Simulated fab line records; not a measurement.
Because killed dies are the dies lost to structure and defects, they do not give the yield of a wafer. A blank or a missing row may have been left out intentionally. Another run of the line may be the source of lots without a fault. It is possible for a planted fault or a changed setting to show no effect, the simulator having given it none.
fab line records    flow sky130
record lots=10  wafers=29  last_day=50
route steps=708 shown VIA1@473 METAL2@484 PAD_OPEN@708
lots that met no fault: taken from a fault-free run of the same line
start_h: hours from the record's opening day to when the first of the lot's shown wafers began    wait_h: how many hours have passed since the lot's step before this one    " same as the row above    L1.1+2: several wafers, shown together as one row    - no value, or no start given    * or withheld: withheld    < > ~ a bound
route shown NAME@n: names a module that has steps shown in the file, with the first one's number in the route    usual: mean/standard deviation of fault-free wafers    same: alike in all rows    chamber/n: place in a boat    sites: the reading at each site    _std_site: their standard deviation    _edge_site: mean of outer sites minus mean of inner sites    radius_mm: how far each site lies from the wafer's centre    mask NAME#n: copy n    behind: the last tool/chamber to shape the wafer    hold: why the lot went on hold/how many hours it stayed there/how the hold came to an end    device: whichever transistor did not switch (one of n, p or np)    end of line: the tests these same wafers got at the end of their route    a step without rows: its recipe alone    killed: dies lost to structure and defects at the first sort, not the wafer's yield    map: per-die view of a wafer (x killed, . not killed, _ where there is no die)
set.NAME: the run value of the setting; set.NAME@STEP: its run value at that earlier step    model.NAME: the simulator's own value behind a step, which no gauge read
one table for each step of the route and one row for each wafer, over a sample of lots
services: from which hour (start_h, from the record's first day; less than 0 if before it) a tool's chamber was out of use, for how many hours, and why
## steps
# step SKY_VIA1_ETCH_15
# recipe target=SiO2  chemistry=C4F8/O2/Ar  target_depth_nm=351  stop_on=TiN  mask_material=KrF-thick  source_w=1500  bias_w=1200  pressure_mtorr=40  c4f8_flow_sccm=withheld  O2_flow_sccm=6  Ar_flow_sccm=300  time_s=54
# usual chamber_pressure_mTorr=40.00/0.037  oes_product_au=0.982/0.0054
lot.wafer  tool         chamber  start_h  wait_h  chamber_pressure_mTorr  oes_product_au  rf_hours_counter_h
L612.1     rie_diel-03  3        804.58   0.0     39.96                   0.979           28
L612.5     "            2        "        "       40.01                   0.972           -
L612.6     "            1        "        "       40.00                   0.984           -
L615.4     rie_diel-03  0        825.02   0.0     39.96                   0.980           4
L615.5     "            3        "        "       39.99                   0.988           -
L615.6     "            0        "        "       39.92                   0.978           -
L614.1     rie_diel-03  0        828.17   0.0     40.01                   0.986           4
L614.2     "            2        "        "       40.02                   0.985           23
L614.6     "            2        "        "       39.95                   0.979           -
L618.1     rie_diel-03  1        844.38   0.0     39.98                   0.982           16
L618.5     "            2        "        "       40.02                   0.973           -
L618.6     "            0        "        "       40.01                   0.969           -
L620.2     rie_diel-01  1        857.45   0.0     40.03                   0.988           1
L620.4     "            0        "        "       40.03                   0.992           14
L622.1     rie_diel-03  2        878.68   0.0     40.00                   0.984           25
L622.5     "            1        "        "       39.98                   0.984           -
L622.6     "            2        "        "       40.05                   0.976           -
L623.2     rie_diel-03  2        887.58   0.0     39.94                   0.975           25
L623.4     "            0        "        "       40.01                   0.984           6
L623.5     "            3        "        "       40.02                   0.981           -
L624.2     rie_diel-04  2        890.26   0.0     39.98                   0.982           12
L624.3     "            0        "        "       40.04                   0.987           3
L624.6     "            1        "        "       40.03                   0.987           -
L630.2     rie_diel-03  1        935.57   0.0     39.94                   0.977           19
L630.5     "            2        "        "       39.97                   0.981           -
L630.6     "            1        "        "       39.95                   0.983           -
L635.3     rie_diel-04  1        962.13   0.0     40.01                   0.980           8
L635.4     "            3        "        "       39.96                   0.987           13
L635.5     "            0        "        "       40.08                   0.986           -
# step SKY_METAL2_SPUTTER_01
# recipe material=TiN  target_thk_nm=20  power_w=6500  time_s=16.7  chamber_pressure_pa=0.4
# usual throttle_valve_pct=30.1/1.2
lot.wafer  tool            chamber  start_h  wait_h  throttle_valve_pct
L612.1     pvd_sputter-01  -        805.91   0.0     30.3
L612.5     "               -        "        "       28.4
L612.6     "               -        "        "       29.9
L615.4     pvd_sputter-01  -        826.32   0.0     30.4
L615.5     "               -        "        "       31.5
L615.6     "               -        "        "       28.4
L614.1     pvd_sputter-01  -        829.51   0.0     28.8
L614.2     "               -        "        "       31.5
L614.6     "               -        "        "       28.7
L618.1     pvd_sputter-01  -        845.71   0.0     31.3
L618.5     "               -        "        "       28.6
L618.6     "               -        "        "       30.4
L620.2     pvd_sputter-01  -        858.75   0.0     31.3
L620.4     "               -        "        "       29.8
L622.1     pvd_sputter-03  -        879.98   0.0     30.1
L622.5     "               -        "        "       27.8
L622.6     "               -        "        "       30.0
L623.2     pvd_sputter-04  -        888.88   0.0     30.7
L623.4     "               -        "        "       32.7
L623.5     "               -        "        "       29.6
L624.2     pvd_sputter-03  -        891.60   0.0     27.8
L624.3     "               -        "        "       29.7
L624.6     "               -        "        "       30.1
L630.2     pvd_sputter-03  -        936.95   0.0     27.6
L630.5     "               -        "        "       27.5
L630.6     "               -        "        "       30.2
L635.3     pvd_sputter-04  -        963.81   0.0     29.3
L635.4     "               -        "        "       29.9
L635.5     "               -        "        "       30.1
# step SKY_METAL2_SPUTTER_02
# recipe material=AlCu  target_thk_nm=250  power_w=10600  time_s=13.3  chamber_pressure_pa=0.4
# usual throttle_valve_pct=30.0/1.2
lot.wafer  tool            chamber  start_h  wait_h  throttle_valve_pct
L612.1     pvd_sputter-01  -        805.94   0.0     30.5
L612.5     "               -        "        "       28.6
L612.6     "               -        "        "       29.7
L615.4     pvd_sputter-01  -        826.35   0.0     30.4
L615.5     "               -        "        "       31.3
L615.6     "               -        "        "       28.8
L614.1     pvd_sputter-01  -        829.53   0.0     28.4
L614.2     "               -        "        "       31.3
L614.6     "               -        "        "       28.5
L618.1     pvd_sputter-01  -        845.74   0.0     31.5
L618.5     "               -        "        "       28.4
L618.6     "               -        "        "       30.4
L620.2     pvd_sputter-01  -        858.78   0.0     31.3
L620.4     "               -        "        "       29.9
L622.1     pvd_sputter-03  -        880.01   0.0     30.0
L622.5     "               -        "        "       27.7
L622.6     "               -        "        "       29.6
L623.2     pvd_sputter-04  -        888.91   0.0     30.5
L623.4     "               -        "        "       32.5
L623.5     "               -        "        "       29.8
L624.2     pvd_sputter-03  -        891.62   0.0     27.8
L624.3     "               -        "        "       29.9
L624.6     "               -        "        "       30.2
L630.2     pvd_sputter-03  -        936.97   0.0     27.8
L630.5     "               -        "        "       27.6
L630.6     "               -        "        "       29.7
L635.3     pvd_sputter-04  -        963.84   0.0     29.3
L635.4     "               -        "        "       29.7
L635.5     "               -        "        "       30.7
# step SKY_METAL2_RS_MEAS_05
# recipe thk_meas_gauge=four-point-probe  reads=TiN_of_METAL2_SPUTTER_04+Ti_of_METAL2_SPUTTER_03+AlCu_of_METAL2_SPUTTER_02+TiN_of_METAL2_SPUTTER_01+Ti_of_METAL2_SPUTTER_00
# usual METAL2_ALCU_RS=0.1269/0.0012
lot.wafer  tool           chamber  start_h  wait_h  METAL2_ALCU_RS[ohm/sq]
L612.1     film_metro-02  -        806.03   0.0     0.1263
L612.5     "              -        "        "       0.1260
L612.6     "              -        "        "       0.1248
L615.4     film_metro-04  -        826.51   0.1     0.1287
L615.5     "              -        "        "       0.1270
L615.6     "              -        "        "       0.1274
L614.1     film_metro-01  -        829.62   0.0     0.1265
L614.2     "              -        "        "       0.1255
L614.6     "              -        "        "       0.1273
L618.1     film_metro-02  -        845.83   0.0     0.1331
L618.5     "              -        "        "       0.1325
L618.6     "              -        "        "       0.1324
L620.2     film_metro-01  -        858.89   0.0     0.1335
L620.4     "              -        "        "       0.1333
L622.1     film_metro-04  -        880.10   0.0     0.1255
L622.5     "              -        "        "       0.1258
L622.6     "              -        "        "       0.1266
L623.2     film_metro-02  -        889.02   0.0     0.1265
L623.4     "              -        "        "       0.1259
L623.5     "              -        "        "       0.1263
L624.2     film_metro-04  -        891.74   0.0     0.1264
L624.3     "              -        "        "       0.1267
L624.6     "              -        "        "       0.1258
L630.2     film_metro-02  -        937.09   0.0     0.1266
L630.5     "              -        "        "       0.1258
L630.6     "              -        "        "       0.1259
L635.3     film_metro-01  -        963.97   0.1     0.1258
L635.4     "              -        "        "       0.1262
L635.5     "              -        "        "       0.1250
# step SKY_METAL2_THK_MEAS_06
# recipe thk_meas_gauge=xrf  reads=AlCu_of_METAL2_SPUTTER_02
# usual METAL2_ALCU_THK=255.5/2.5
lot.wafer  tool           chamber  start_h  wait_h  METAL2_ALCU_THK[nm]
L612.1     film_metro-02  -        806.15   0.1     256.9
L612.5     "              -        "        "       258.3
L612.6     "              -        "        "       259.0
L615.4     film_metro-04  -        826.60   0.1     253.1
L615.5     "              -        "        "       256.1
L615.6     "              -        "        "       255.2
L614.1     film_metro-01  -        829.74   0.1     259.6
L614.2     "              -        "        "       260.5
L614.6     "              -        "        "       258.6
L618.1     film_metro-02  -        845.95   0.1     244.4
L618.5     "              -        "        "       243.5
L618.6     "              -        "        "       245.6
L620.2     film_metro-01  -        859.00   0.1     244.7
L620.4     "              -        "        "       243.9
L622.1     film_metro-04  -        880.22   0.1     257.9
L622.5     "              -        "        "       255.9
L622.6     "              -        "        "       255.8
L623.2     film_metro-02  -        889.13   0.1     255.4
L623.4     "              -        "        "       254.3
L623.5     "              -        "        "       256.0
L624.2     film_metro-04  -        891.85   0.1     256.2
L624.3     "              -        "        "       256.6
L624.6     "              -        "        "       258.8
L630.2     film_metro-02  -        937.20   0.1     254.6
L630.5     "              -        "        "       256.7
L630.6     "              -        "        "       258.0
L635.3     film_metro-01  -        964.07   0.1     256.8
L635.4     "              -        "        "       258.4
L635.5     "              -        "        "       258.3
# step SKY_METAL2_ETCH_18
# recipe chemistry=N2/H2  target=BARC  ion_energy_ev=200  bias_w=100  pressure_mtorr=30  n2_flow_sccm=100  h2_flow_sccm=200  icp_w=500  stop_on=SiO2  time_s=45.9  target_depth_a=600
# usual chamber_pressure_mTorr=30.00/0.03  drypump_motor_current_A=5.8/0.42  oes_product_au=0.855/0.0047  throttle_valve_pct=13.225/0.0087
lot.wafer  tool          chamber  start_h  wait_h  chamber_pressure_mTorr  drypump_motor_current_A  oes_product_au  rf_hours_counter_h  throttle_valve_pct
L612.1     rie_metal-01  0        831.82   0.0     30.03                   5.6                      0.856           14                  13.227
L612.5     "             1        "        "       30.00                   6.3                      0.855           -                   13.219
L612.6     "             0        "        "       30.02                   5.6                      0.851           -                   13.228
L615.4     rie_metal-01  1        852.83   0.0     30.00                   6.4                      0.851           -                   13.226
L615.5     "             0        "        "       30.03                   5.6                      0.854           -                   13.207
L615.6     "             1        "        "       30.04                   6.4                      0.854           -                   13.216
L614.1     rie_metal-01  0        855.77   0.0     29.98                   5.6                      0.853           15                  13.217
L614.2     "             1        "        "       29.95                   6.4                      0.852           12                  13.218
L614.6     "             0        "        "       30.05                   5.6                      0.860           -                   13.231
L618.1     rie_metal-02  1        872.65   0.0     30.02                   6.1                      0.855           8                   13.235
L618.5     "             1        "        "       30.01                   6.2                      0.857           -                   13.226
L618.6     "             0        "        "       29.99                   5.6                      0.860           -                   13.222
L620.2     rie_metal-01  1        885.07   0.0     30.03                   6.4                      0.861           14                  13.238
L620.4     "             1        "        "       30.03                   6.4                      0.855           -                   13.231
L622.1     rie_metal-02  0        904.92   0.0     29.98                   5.6                      0.851           10                  13.233
L622.5     "             0        "        "       30.01                   5.6                      0.851           -                   13.230
L622.6     "             1        "        "       30.01                   6.2                      0.849           -                   13.222
L623.2     rie_metal-01  1        913.82   0.1     30.05                   6.3                      0.856           -                   13.229
L623.4     "             1        "        "       29.99                   6.3                      0.854           -                   13.235
L623.5     "             1        "        "       30.00                   6.3                      0.854           -                   13.233
L624.2     rie_metal-03  1        917.05   0.0     30.00                   4.9                      0.852           1                   13.230
L624.3     "             0        "        "       29.94                   5.6                      0.851           -                   13.232
L624.6     "             1        "        "       30.02                   4.9                      0.856           -                   13.230
L630.2     rie_metal-01  0        961.57   0.0     30.00                   5.6                      0.860           2                   13.222
L630.5     "             1        "        "       30.04                   6.4                      0.860           -                   13.222
L630.6     "             0        "        "       29.98                   5.6                      0.848           -                   13.234
L635.3     rie_metal-02  1        987.09   0.0     29.98                   6.1                      0.851           -                   13.215
L635.4     "             0        "        "       29.99                   5.6                      0.859           -                   13.224
L635.5     "             1        "        "       29.99                   6.2                      0.860           -                   13.219
# step SKY_PAD_OPEN_PROBE_99
# usual defect_limited_yield=82.9/1.8  killed_at_M0_to_M3=42/7.2  killed_at_M4_up=3.2/1.8  killed_at_contacts=24/5.4  killed_at_front_end=15/4  killed_at_other=0.3/0.59  killed_dies=84/9  killed_open=46/7.1  killed_short=38/6  sort_bin_3_pad_short=0.8/0.41  sort_bin_5_function=10.1/1.3  sort_bin_6_memory=6.3/1.2  sort_n_pass=408/9  sort_yield_pct=82.9/1.8
# same gross_dies=492  killed_at_back_side=0  sort_bin_4_leakage[%]=0  sort_bin_8_speed[%]=0
lot.wafer  tool       chamber  start_h  wait_h  defect_limited_yield[%]  killed_at_M0_to_M3  killed_at_M4_up  killed_at_contacts  killed_at_front_end  killed_at_other  killed_dies  killed_open  killed_short  sort_bin_3_pad_short[%]  sort_bin_5_function[%]  sort_bin_6_memory[%]  sort_n_pass  sort_yield_pct[%]
L623.2     prober-02  -        1154.67  0.1     84.1                     34                  4                24                  15                   1                78           36           41            1.4                      9.3                     5.1                   414          84.1
L623.4     prober-02  -        1154.77  0.2     81.9                     55                  3                19                  12                   0                89           43           46            0.8                      9.1                     8.1                   403          81.9
L623.5     prober-02  -        1154.82  0.2     79.7                     53                  2                24                  21                   0                100          57           43            0.4                      11.8                    8.1                   392          79.7
# killed by level:class
L623.2 VIA1:geometric_particle:open=8 POLY_GATE:geometric_particle:short=7 CONTACT:geometric_particle:short=6 CONTACT:geometric_particle:open=6 VIA1:geometric_particle:short=6 LI_CONTACT:geometric_particle:open=5 LOCAL_INTERCONNECT:geometric_particle:short=4 METAL1:geometric_particle:short=4
L623.4 VIA1:geometric_particle:open=19 METAL1:geometric_particle:short=6 METAL2:geometric_particle:short=5 CONTACT:geometric_particle:open=5 CONTACT:geometric_particle:short=5 VIA1:geometric_particle:short=5 VIA2:geometric_particle:open=5 LI_CONTACT:geometric_particle:open=4
L623.5 VIA1:geometric_particle:open=17 VIA1:geometric_particle:short=8 POLY_GATE:geometric_particle:short=7 FIELD_ISO:geometric_particle:open=6 LI_CONTACT:geometric_particle:open=6 LOCAL_INTERCONNECT:geometric_particle:short=6 VIA2:geometric_particle:open=5 CONTACT:geometric_particle:short=5
## services
tool            chamber  start_h  hours  kind
rie_diel-03     3        782.22   5.8    repair
rie_metal-02    1        783.87   3.4    repair
pvd_sputter-01  -        788.58   0.5    repair
rie_diel-03     0        802.44   6.3    repair
rie_diel-03     -        807.39   2.8    pm
rie_metal-01    1        812.80   4.0    repair
rie_metal-03    0        815.69   27.9   repair
pvd_sputter-01  -        830.83   1.4    repair
rie_diel-04     2        831.54   3.5    repair
rie_diel-04     3        833.10   2.9    repair
rie_metal-01    -        841.49   2.8    pm
pvd_sputter-03  -        845.76   13.7   repair
rie_metal-03    -        845.88   2.8    pm
rie_diel-01     1        865.94   8.9    repair
rie_diel-04     -        875.76   1.1    repair
pvd_sputter-04  -        878.41   0.5    repair
rie_diel-01     -        888.44   1.1    repair
rie_diel-04     -        894.21   2.0    repair
rie_diel-04     -        936.55   0.6    repair
pvd_sputter-03  -        939.44   8.1    repair
rie_metal-02    -        948.69   1.5    repair
rie_diel-03     0        951.11   7.4    repair
rie_diel-03     0        984.84   8.3    repair
pvd_sputter-01  -        986.81   5.0    repair
## key
first_sign step=SKY_METAL2_RS_MEAS_05  reading=METAL2_ALCU_RS  direction=up  sigmas=5.2  usual=0.1269  struck=0.1330
effect step=SKY_METAL2_THK_MEAS_06  reading=METAL2_ALCU_THK  direction=down  sigmas=4.4  usual=255.5  struck=244.4
met_at SKY_METAL2_SPUTTER_02
struck_lots L618,L620
not_acting_at SKY_VIA1_ETCH_15,SKY_METAL2_SPUTTER_01,SKY_METAL2_ETCH_18
onset_between 829.53 845.74
fault kind=process_parameter_drift  tool=pvd_sputter-01  chamber=-  onset_h=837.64  steps=SKY_METAL2_SPUTTER_02  channel=target_thk_nm  offset=-11.437  shape=step  end_h=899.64  acts_in=these_recipes_only  stated=250
